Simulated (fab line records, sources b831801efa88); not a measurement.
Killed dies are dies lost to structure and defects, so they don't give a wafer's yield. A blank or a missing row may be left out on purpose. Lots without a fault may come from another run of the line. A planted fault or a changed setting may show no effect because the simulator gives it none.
A struck lot beside a sound one | flow gf180mcu | 14 steps out of a route of 602
Sound: wafers L184.3, L184.4, L184.5. Struck: wafers L188.3, L188.5, L188.6. The cause comes at the end.
At each step with rows: each side's tool, then ch and its chambers, then its first start. Under that, the readings that differ: sound wafers | struck wafers | difference of the means | sigmas: that difference in standard deviations of wafers without a fault.
alike: readings whose means differ by less than 2 such deviations, and words and numbers that are the same on both sides. not compared: withheld readings, readings that some wafer has no value for, bounds like >300 that may hide the same value, and numbers for which the record gives no deviation and whose values overlap.
The two part at a step that has a row with sigmas, a row that says differs or no value, or rows on one side only. Numbers that don't overlap but have no deviation are shown without sigmas and don't part them. A reading that every wafer of one side lacks parts them only if that side has two wafers or more.

GF_V5_CMP_26: polishes, stops on SiO2, t overpolish 15 s, target thk 0 nm.
  sound on cmp-02 ch 1,3, day 31 00:40; struck on cmp-02 ch 0,1,3, day 31 23:58
  alike: motor_current_A, overpolish_run_s, time_to_endpoint_s
GF_TOP_METAL_SPUTTER_00: material Ti, target thk 37.5 nm, time 150 s.
  sound on pvd_sputter-03, day 31 00:55; struck on pvd_sputter-03, day 32 00:07
  alike: throttle_valve_pct
GF_TOP_METAL_SPUTTER_01: material TiN, target thk 30 nm, time 25 s.
  sound on pvd_sputter-03, day 31 01:01; struck on pvd_sputter-03, day 32 00:13
  alike: throttle_valve_pct
then, 1 step without rows for these wafers: GF_TOP_METAL_SPUTTER_02 (material AlCu, target thk 900 nm, time 47.82 s).
GF_TOP_METAL_SPUTTER_03: material Ti, target thk 5 nm, time 3.3 s.
  sound on pvd_sputter-03, day 31 01:05; struck on pvd_sputter-03, day 32 00:17
  alike: throttle_valve_pct
GF_TOP_METAL_SPUTTER_04: material TiN, target thk 25 nm, time 20.8 s.
  sound on pvd_sputter-03, day 31 01:07; struck on pvd_sputter-03, day 32 00:18
  alike: throttle_valve_pct
GF_TOP_METAL_RS_MEAS_05: measures by four-point-probe.
  sound on film_metro-02, day 31 01:11; struck on film_metro-04, day 32 00:22
  alike: TOP_METAL_ALCU_RS
GF_TOP_METAL_THK_MEAS_06: measures by xrf.
  sound on film_metro-02, day 31 01:17; struck on film_metro-04, day 32 00:28
  alike: TOP_METAL_ALCU_THK
then, 4 steps without rows for these wafers: GF_TOP_METAL_DEHYDRATE_07 (time 60 s); GF_TOP_METAL_HMDS_08 (prime time 60 s); GF_TOP_METAL_COAT_09 (resist thk 1500 nm); GF_TOP_METAL_SOFTBAKE_10 (time 60 s).
GF_TOP_METAL_EXPOSE_11: exposes mask MetalTop, target cd 440 nm.
  sound on iline_stepper-02 ch 0, day 31 10:31; struck on iline_stepper-02, day 32 09:07
  no value came back on the struck wafers for exposure_dose_mJ_cm2, focus_offset_nm (nm); on the sound wafers exposure_dose_mJ_cm2 reads 169.95 170.01 169.82
  alike: mask
then, 1 step without rows for these wafers: GF_TOP_METAL_PEB_12.

WHERE THEY PART
Only at GF_TOP_METAL_EXPOSE_11, within this record.

WHY: what the simulator had put in
Skipped step whole: iline_stepper-02, from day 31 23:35 on, at GF_TOP_METAL_EXPOSE_11. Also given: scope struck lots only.
